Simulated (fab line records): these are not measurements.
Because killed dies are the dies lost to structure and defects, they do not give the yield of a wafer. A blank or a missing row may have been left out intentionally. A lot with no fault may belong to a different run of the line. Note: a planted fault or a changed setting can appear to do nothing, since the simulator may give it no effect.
The tool behind it: which one? || flow gf180mcu || 14 lots (42 wafers sampled), 1 step of a 602-step route

== WHAT THE GAUGES READ, wafer by wafer ==
GF_V2_THK_MEAS_01.
{"lot": "L231", "measured": "day 19 03:46", "on": "film_metro-03", "V2_CVD_00_THK (nm)": "590 594 585"}
{"lot": "L235", "measured": "day 21 15:39", "on": "film_metro-04", "V2_CVD_00_THK (nm)": "596 591 595"}
{"lot": "L236", "measured": "day 22 05:49", "on": "film_metro-04", "V2_CVD_00_THK (nm)": "592 599 598"}
{"lot": "L238", "measured": "day 22 16:14", "on": "film_metro-04", "V2_CVD_00_THK (nm)": "594 591 588"}
{"lot": "L237", "measured": "day 22 19:17", "on": "film_metro-03", "V2_CVD_00_THK (nm)": "599 603 607"}
{"lot": "L242", "measured": "day 23 23:13", "on": "film_metro-01", "V2_CVD_00_THK (nm)": "598 601 605"}
{"lot": "L246", "measured": "day 25 07:27", "on": "film_metro-04", "V2_CVD_00_THK (nm)": "605 603 597"}
{"lot": "L247", "measured": "day 25 07:53", "on": "film_metro-04", "V2_CVD_00_THK (nm)": "607 595 597"}
{"lot": "L248", "measured": "day 25 16:43", "on": "film_metro-04", "V2_CVD_00_THK (nm)": "594 604 598"}
{"lot": "L249", "measured": "day 25 23:46", "on": "film_metro-01", "V2_CVD_00_THK (nm)": "595 609 604"}
{"lot": "L250", "measured": "day 26 09:18", "on": "film_metro-01", "V2_CVD_00_THK (nm)": "614 606 612"}
{"lot": "L251", "measured": "day 26 09:59", "on": "film_metro-01", "V2_CVD_00_THK (nm)": "610 609 603"}
{"lot": "L252", "measured": "day 26 18:38", "on": "film_metro-04", "V2_CVD_00_THK (nm)": "601 594 602"}
{"lot": "L253", "measured": "day 27 01:51", "on": "film_metro-04", "V2_CVD_00_THK (nm)": "595 596 595"}

== WHAT TOOL EACH LOT RAN ON (gives the tool, then ch and the chambers of the sampled wafers, and finally the start) ==
There is no process step in the record ahead of these readings.

== WHAT THE TOOLS THEMSELVES READ (means of the sampled wafers that have a number; where no wafer has one, the mark that the record gives instead) ==
The record holds no such reading with a usual standard deviation.

== THE ANSWER, worked out from the rows above alone ==
Rule: the usual values come from the lots themselves. Put in order of their means at a reading, lots are off if they are a third of the lots or fewer, leave a main group of 4 or more, and stand apart from it by a gap of 3 or more times the standard deviation of the main group's means; of several such gaps the widest counts. If all means in a main group match to the digits the tables above print for the reading, that group is not used. A lot without any number at a reading at which 4 lots or more have one is off too. Any other lot the step has rows for is counted as sound. After the gauges, taken in route order, come the tools' own readings; for these a lot's mean is taken, as printed above. At the first step where some lot is off, the reading lying furthest off is the one used; lots without a number count as furthest.
Nothing can be told from this: no lot is off at any reading shown.

== WHAT WAS PUT IN BY THE SIMULATOR ==
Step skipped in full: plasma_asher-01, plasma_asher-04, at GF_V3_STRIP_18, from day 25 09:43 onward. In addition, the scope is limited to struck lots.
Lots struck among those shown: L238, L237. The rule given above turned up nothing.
